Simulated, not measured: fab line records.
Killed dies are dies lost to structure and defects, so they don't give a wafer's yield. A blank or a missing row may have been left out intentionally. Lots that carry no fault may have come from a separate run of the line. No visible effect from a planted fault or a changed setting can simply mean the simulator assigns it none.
Which tool did it? | flow sky130 | 33 wafers from 11 lots sampled at 5 of the route's 708 steps

## WHAT THE GAUGES SHOWED, per wafer
SKY_LI_CONTACT_OVL_MEAS_13. Usual: for LI_CONTACT_OVL the level is -3 nm and the standard deviation is 5.1.
lot  | measured     | on         | LI_CONTACT_OVL (nm) | flag
L960 | day 29 21:07 | overlay-01 | -3 -4 -2            | 
L959 | day 29 23:16 | overlay-02 | 4 8 7               | 
L961 | day 30 09:30 | overlay-01 | 1 -3 -11            | 
L962 | day 30 13:05 | overlay-01 | -8 -8 -2            | 
L964 | day 31 02:55 | overlay-02 | -4 -10 -9           | 
L965 | day 31 12:39 | overlay-01 | -11 -3 -10          | 
L966 | day 31 15:58 | overlay-01 | -7 -3 -8            | 
L967 | day 32 00:40 | overlay-02 | -12 -7 -2           | 
L979 | day 35 14:12 | overlay-01 | -4 -4 -6            | 
L980 | day 36 06:05 | overlay-01 | -6 0 0              | 
L981 | day 36 13:40 | overlay-01 | -2 -5 2             | 

SKY_CONTACT_THK_MEAS_01. Usual: for CONTACT_CVD_00_THK the level is 74.5 nm and the standard deviation is 0.89.
lot  | measured     | on           | CONTACT_CVD_00_THK (nm) | flag
L960 | day 31 02:58 | filmMetro-04 | 75.1 75.3 75.5          | 
L959 | day 31 05:41 | filmMetro-03 | 73.4 73.7 75.2          | 
L961 | day 31 15:34 | filmMetro-03 | 73.8 73.6 75.5          | 
L962 | day 31 19:46 | filmMetro-03 | 73.2 72.9 75.2          | 
L964 | day 32 08:20 | filmMetro-04 | 73.0 73.5 74.7          | 
L965 | day 32 19:05 | filmMetro-04 | 74.8 74.7 76.3          | 
L966 | day 32 21:35 | filmMetro-04 | 151.3 149.7 153.0       | OFF
L967 | day 33 06:44 | filmMetro-04 | 150.6 150.0 150.6       | OFF
L979 | day 36 18:38 | filmMetro-04 | 73.5 74.4 76.1          | 
L980 | day 37 10:55 | filmMetro-01 | 73.5 73.4 75.5          | 
L981 | day 37 18:22 | filmMetro-03 | 74.1 73.9 74.7          | 

SKY_CONTACT_CD_MEAS_14: the cd target is 170 nm. Usual: 169.9 nm for cdNm, sd 1.8.
lot  | measured     | on       | cdNm (nm)         | flag
L960 | day 32 07:02 | cdSem-01 | 170.6 172.7 170.9 | 
L959 | day 32 09:56 | cdSem-01 | 170.5 171.2 171.4 | 
L961 | day 32 19:55 | cdSem-01 | 168.0 169.4 170.9 | 
L962 | day 32 23:37 | cdSem-02 | 169.1 170.1 169.4 | 
L964 | day 33 11:08 | cdSem-01 | 168.2 170.4 168.7 | 
L965 | day 33 22:37 | cdSem-02 | 166.4 165.9 168.3 | 
L966 | day 34 00:32 | cdSem-01 | 171.1 171.8 171.3 | 
L967 | day 34 10:02 | cdSem-01 | 168.9 169.4 168.7 | 
L979 | day 37 20:13 | cdSem-01 | 169.7 170.0 169.4 | 
L980 | day 38 12:49 | cdSem-01 | 169.2 168.7 168.1 | 
L981 | day 38 20:31 | cdSem-02 | 171.1 172.0 170.5 | 

## WHAT TOOL EACH LOT RAN ON (gives the tool, then ch and the chambers of the sampled wafers, and finally the start)
lot  | SKY_LI_CONTACT_STRIP_16             | SKY_CONTACT_CVD_00
L960 | plasmaAsher-04 ch 0,1, day 29 21:17 | pecvd-01 ch 0,1, day 31 02:55
L959 | plasmaAsher-03 ch 0,1, day 29 23:26 | pecvd-04 ch 0,1,2, day 31 05:38
L961 | plasmaAsher-01 ch 0,1, day 30 09:40 | pecvd-02 ch 1,2, day 31 15:32
L962 | plasmaAsher-01 ch 0,1, day 30 13:15 | pecvd-04 ch 0,1,2, day 31 19:44
L964 | plasmaAsher-04 ch 0,1, day 31 03:04 | pecvd-04 ch 0,2, day 32 08:17
L965 | plasmaAsher-04 ch 1, day 31 12:49   | pecvd-02 ch 1,2, day 32 19:03
L966 | plasmaAsher-01 ch 0,1, day 31 16:09 | pecvd-04 ch 0,1,2, day 32 21:00
L967 | plasmaAsher-04 ch 0,1, day 32 00:50 | pecvd-01 ch 0,1,2, day 33 06:00
L979 | plasmaAsher-04 ch 0,1, day 35 14:22 | pecvd-01 ch 0,1, day 36 18:35
L980 | plasmaAsher-03 ch 0,1, day 36 06:16 | pecvd-04 ch 0,1,2, day 37 10:53
L981 | plasmaAsher-01 ch 0,1, day 36 13:49 | pecvd-02 ch 0,1,2, day 37 18:20
- SKY_LI_CONTACT_STRIP_16: strips in O2/N2.
- SKY_CONTACT_CVD_00: deposits Si3N4, target thk 75 nm.

## AS READ BY THE TOOLS THEMSELVES (means over the sampled wafers that have a number; for cases with no such wafer, the mark the record gives instead)
SKY_LI_CONTACT_STRIP_16. Usual: drypumpMotorCurrentA 5.67 A, standard deviation 0.17; o2FlowSccm 3000 sccm, standard deviation 9.1; oesProductAu 0.375 a.u., standard deviation 0.0049; stripTimeToEndpointS 3.483 s, standard deviation 0.027.
lot  | tool           | drypumpMotorCurrentA (A) | o2FlowSccm (sccm) | oesProductAu (a.u.) | stripTimeToEndpointS (s) | flag
L960 | plasmaAsher-04 | 5.82                     | 3000              | 0.370               | 3.494                    | 
L959 | plasmaAsher-03 | 5.68                     | 3000              | 0.374               | 3.478                    | 
L961 | plasmaAsher-01 | 5.65                     | 3002              | 0.375               | 3.424                    | 
L962 | plasmaAsher-01 | 5.57                     | 3004              | 0.371               | 3.472                    | 
L964 | plasmaAsher-04 | 5.79                     | 2997              | 0.377               | 3.483                    | 
L965 | plasmaAsher-04 | 5.85                     | 3002              | 0.374               | 3.474                    | 
L966 | plasmaAsher-01 | 5.65                     | 3005              | 0.373               | 3.483                    | 
L967 | plasmaAsher-04 | 5.78                     | 2997              | 0.377               | 3.469                    | 
L979 | plasmaAsher-04 | 5.78                     | 3011              | 0.375               | 3.478                    | 
L980 | plasmaAsher-03 | 5.67                     | 2988              | 0.378               | 3.488                    | 
L981 | plasmaAsher-01 | 5.66                     | 3008              | 0.371               | 3.462                    | 

SKY_CONTACT_CVD_00. Usual: heaterPowerOuterW 381 W, standard deviation 42; heaterPowerW 653 W, standard deviation 55.
lot  | tool     | heaterPowerOuterW (W) | heaterPowerW (W) | flag
L960 | pecvd-01 | 358                   | 614              | 
L959 | pecvd-04 | 386                   | 648              | 
L961 | pecvd-02 | 357                   | 638              | 
L962 | pecvd-04 | 388                   | 654              | 
L964 | pecvd-04 | 374                   | 633              | 
L965 | pecvd-02 | 330                   | 587              | 
L966 | pecvd-04 | 381                   | 641              | 
L967 | pecvd-01 | 374                   | 645              | 
L979 | pecvd-01 | 384                   | 652              | 
L980 | pecvd-04 | 382                   | 641              | 
L981 | pecvd-02 | 370                   | 635              | 

## THE ANSWER, worked out from the rows above alone
Rule: a lot counts as off when the mean over its wafers that have a number is more than 3 standard deviations away from the usual mean. A lot without any number at a reading at which 4 lots or more have one is off too. Where the step has rows for the other lots, those lots are counted as sound. Order of review: gauges by route order, followed by the tools' own readings, for which a lot's mean as printed above is used. At the first step where some lot is off, the reading lying furthest off is the one used; lots without a number count as furthest.
Off: L966, L967, at SKY_CONTACT_THK_MEAS_01 (CONTACT_CVD_00_THK).
A tool fits if, at a process step before that reading, it ran every lot that is off, and no sound lot after the first of them. Gauges at SKY_CONTACT_THK_MEAS_01: tried the same way as those tools. Not one of the candidates tried fits.

## WHAT HAD BEEN PUT IN BY THE SIMULATOR
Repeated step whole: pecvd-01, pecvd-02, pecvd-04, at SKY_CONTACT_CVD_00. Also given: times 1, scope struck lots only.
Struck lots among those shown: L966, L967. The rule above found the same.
